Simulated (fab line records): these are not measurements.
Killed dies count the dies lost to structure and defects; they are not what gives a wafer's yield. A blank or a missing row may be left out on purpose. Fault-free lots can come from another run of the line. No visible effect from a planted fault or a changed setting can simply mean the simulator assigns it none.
A struck lot beside a sound one || flow sfq_line || 18 out of 325 route steps
Sound: the wafers L653.4, L653.5, L653.6. Wafers struck: L668.1, L668.4, L668.6. The cause is named last.
For every step that has rows: the tool of each side, followed by ch and its chambers, followed by its first start. Under that, the readings that differ: sound wafers || struck wafers || difference of the means || sigmas: that difference in standard deviations of wafers without a fault.
alike: same words and numbers on both sides, and readings whose means sit less than 2 such deviations apart. not compared: any withheld reading, any reading some wafer has no value for, any bound like >300 that may hide the same value, and any number with overlapping values for which the record gives no deviation.
Wherever a step has rows on one side only, a row that says differs or no value, or a row with sigmas, the two part there. Numbers that have no deviation but don't overlap get no sigmas and don't part them. Lack of a reading on every wafer of one side parts them only where that side has two or more wafers.

SFQ_TRILAYER_M7_BARC_OPEN_METAL_ETCH_229: etches BARC in O2, target depth 125 nm, time 41.7 s.
  sound on rie_metal-01 ch 0,1, day 64 12:53; struck on rie_metal-01 ch 0,1, day 67 05:43
  alike: bias_w, chamber_pressure_mTorr, drypump_motor_current_A, oes_product_au
  not compared: rf_hours_counter_h
SFQ_TRILAYER_M7_ETCH_METAL_ETCH_180: etches Nb in Cl2/Ar, stops on SiO2, target depth 240 nm, time 120 s.
  sound on rie_metal-01 ch 0,1, day 64 12:58; struck on rie_metal-01 ch 0,1, day 67 05:46
  alike: bias_w, chamber_pressure_mTorr, drypump_motor_current_A, oes_product_au
  not compared: rf_hours_counter_h
SFQ_TRILAYER_M7_STRIP_STRIP_181: strips in O2.
  sound on rie_metal-01 ch 0,1, day 64 13:14; struck on rie_metal-01 ch 0,1, day 67 05:53
  alike: chamber_pressure_mTorr, drypump_motor_current_A, oes_product_au
  not compared: rf_hours_counter_h
then, 1 step without rows for these wafers: SFQ_TRILAYER_M7_STRIP_SOLV_CLEAN_182 (cleans in NMP, time 600 s).
SFQ_TRILAYER_I7_DEP_PECVD_183: deposits SiO2 from SiH4/N2O, time 111.11 s, target thk 500 nm.
  sound on pecvd-04 ch 0,1,2, day 64 13:52; struck on pecvd-03 ch 0,1,2, day 67 06:40
  alike: heater_power_w, susceptor_temp_C, throttle_valve_pct
then, 1 step without rows for these wafers: SFQ_TRILAYER_I7_CMP_CMP_184 (polishes SiO2).
SFQ_I7_BOW_MEAS_946:
  sound: film_metro-01 at day 64 16:58; struck: film_metro-02 at day 67 15:48
  alike: I7_BOW
then, 5 steps without rows for these wafers: SFQ_TRILAYER_I7_METRO_MEASURE_185; SFQ_TRILAYER_I7_VIA_LITHO_COAT_192 (resist thk 62 nm); SFQ_TRILAYER_I7_VIA_LITHO_COAT_187 (resist thk 650 nm); SFQ_TRILAYER_I7_VIA_LITHO_SOFTBAKE_191; SFQ_TRILAYER_I7_VIA_LITHO_EXPOSE_188 (exposes mask I7, target cd 1000 nm).
-- the record jumps here: 4 days lie between the struck wafers' starts before and after --
SFQ_TRILAYER_I7_VIA_LITHO_PEB_190: peb time 60 s.
  sound on litho_track-04 ch 0, day 69 08:29; struck on litho_track-02 ch 0, day 71 08:22
{"reading": "heater_power_total_W (W)", "sound": "79.16 79.21 79.03", "struck": "81.46 81.25 81.48", "difference": "+2.26", "sigmas": "+34"}
{"reading": "plate_temp_C (C)", "sound": "115.03 114.88 114.97", "struck": "117.63 117.41 117.50", "difference": "+2.55", "sigmas": "+20"}
then, 1 step without rows for these wafers: SFQ_TRILAYER_I7_VIA_LITHO_DEVELOP_189 (time 60 s).
SFQ_I7_OVL_MEAS_947:
  sound: overlay-02 at day 69 08:44; struck: overlay-01 at day 71 08:40
  alike: I7_OVL
SFQ_TRILAYER_I7_VIA_BARC_OPEN_VIA_ETCH_260: etches BARC in O2, target depth 125 nm, time 41.7 s.
  sound on rie_diel-02 ch 0,1,2, day 69 08:46; struck on rie_diel-01 ch 2,3, day 71 08:42
{"reading": "model.I7.cd_nm (nm)", "sound": "1001 1002 1000", "struck": "1043 1043 1042", "difference": "+42", "sigmas": ""}
  alike: bias_w, chamber_pressure_mTorr, drypump_motor_current_A, oes_product_au
  not compared: rf_hours_counter_h
SFQ_TRILAYER_I7_VIA_ETCH_VIA_ETCH_190: etches SiO2 in CHF3, stops on Nb, target depth 260 nm.
  sound on rie_diel-02 ch 0,1,2, day 69 08:47; struck on rie_diel-01 ch 2,3, day 71 08:44
{"reading": "model.I7.cd_nm (nm)", "sound": "1001 1004 999", "struck": "1042 1041 1040", "difference": "+40", "sigmas": ""}
  alike: bias_w, chamber_pressure_mTorr, drypump_motor_current_A, oes_product_au
SFQ_TRILAYER_I7_VIA_STRIP_STRIP_191: strips in O2.
  sound on rie_metal-02 ch 0,1, day 69 09:07; struck on rie_metal-03 ch 1, day 71 08:51
  alike: chamber_pressure_mTorr, drypump_motor_current_A, oes_product_au
  not compared: rf_hours_counter_h

== WHERE THEY PART ==
Only at SFQ_TRILAYER_I7_VIA_LITHO_PEB_190, as far as this record shows. Later steps at which nothing parts them and some readings are alike: SFQ_I7_OVL_MEAS_947, SFQ_TRILAYER_I7_VIA_BARC_OPEN_VIA_ETCH_260, SFQ_TRILAYER_I7_VIA_ETCH_VIA_ETCH_190, SFQ_TRILAYER_I7_VIA_STRIP_STRIP_191.

WHY: what had been put in by the simulator
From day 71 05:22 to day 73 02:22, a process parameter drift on litho_track-02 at SFQ_TRILAYER_I7_VIA_LITHO_PEB_190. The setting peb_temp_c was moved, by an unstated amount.
